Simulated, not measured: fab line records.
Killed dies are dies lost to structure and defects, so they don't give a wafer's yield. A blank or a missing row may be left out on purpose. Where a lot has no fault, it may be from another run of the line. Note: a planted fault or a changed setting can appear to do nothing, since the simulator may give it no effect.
Code-filled problem report in 8D (eight disciplines) form :: flow gf180mcu :: the parts of the form that need people (team, actions taken, sign-off) are left out

1. WHAT WENT WRONG
Mean CONTACT_CVD_00_THK at GF_CONTACT_THK_MEAS_01: 452.7 nm over 6 wafers in 2 lots; fault-free wafers: 300.7 nm, standard deviation 2.8. That is +54 standard deviations from the usual mean.
The first sign was on wafer L318.1 at day 17 07:46, on filmMetro-04. The record has a number at this step for 42 wafers belonging to 14 lots. By rule, "out" or "out of limits" means more than 4 standard deviations away from the usual mean. The other wafers with a number count as sound.

2. WHAT IT IS; WHAT IT IS NOT
question: which readings at this step
is: CONTACT_CVD_00_THK
is not: -

question: which lots
is: L318, L320
is not: L313, L316, L317, L319, L327, L328, L330, L331, L332, L333, L334, L335

question: which wafers of those lots
is: all that have a number
is not: -

question: read on which gauges
is: filmMetro-04
is not: filmMetro-02

question: when
is: from day 17 07:46
is not: up to then (9 sound wafers); but 27 sound wafers of L319, L327, L328, L330, L331, L332, L333, L334, L335 came after

3. THE SUSPECTS, EACH WITH WHAT RULES IT OUT
Counting: a tool at any process step up to the reading remains a suspect when it ran all the lots that are out and ran no sound lot after the first of those.
- the gauge at GF_CONTACT_THK_MEAS_01: ruled out. All the wafers that are out were read on filmMetro-04, but those of them that GF_CONTACT_CVD_00 has rows for are out there too, on other tools.
- hdpcvd-02 at GF_CONTACT_CVD_00 (deposits SiO2, target thk 300 nm, time 50 s): ruled out as a lasting fault. After its first lot that is out, L318 (day 17 07:43), sound lots L328, L331, L334 ran on it.
Left after counting: nothing in the record.

4. THE CAUSE (what the simulator had put in)
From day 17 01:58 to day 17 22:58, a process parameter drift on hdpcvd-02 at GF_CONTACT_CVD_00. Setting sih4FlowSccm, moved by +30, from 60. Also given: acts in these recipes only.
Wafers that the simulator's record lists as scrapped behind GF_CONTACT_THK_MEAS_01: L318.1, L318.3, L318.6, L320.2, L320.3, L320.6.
The count ruled it out by mistake, since the rule takes a fault to strike every lot its tool runs from the start of the fault on, and this one did not do so.

5. THE EFFECT CHAIN, in route order
Rows list readings where the struck wafers' mean (over those with a number) sits beyond 3 standard deviations from the usual. Only readings for which the record gives a usual standard deviation are gone through. hours: the time from each lot's start at the first step in this table that gives one to its start at this step, as a median over the lots. sigmas: the change in usual standard deviations.
hours: 0
step: GF_CONTACT_CVD_00
reading: sih4FlowSccm
usual: 60.01 sccm
on struck wafers: 90.07
change: +30.06
sigmas: +99 or more

hours: 0
step: GF_CONTACT_THK_MEAS_01
reading: CONTACT_CVD_00_THK
usual: 300.7 nm
on struck wafers: 452.7
change: +152.0
sigmas: +54
Here are the process steps it includes:
- GF_CONTACT_CVD_00: deposits SiO2, target thk 300 nm, time 50 s.

6. WHAT WOULD HAVE CAUGHT IT SOONER
In this record the first reading out of limits at a measuring or inspecting step was taken at day 17 07:46, 6 hours after the fault began at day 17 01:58.
The tool's own readings at GF_CONTACT_CVD_00 were out on every struck wafer that the step has a row for (sih4FlowSccm): an alarm limit on them would have fired on the first of those.
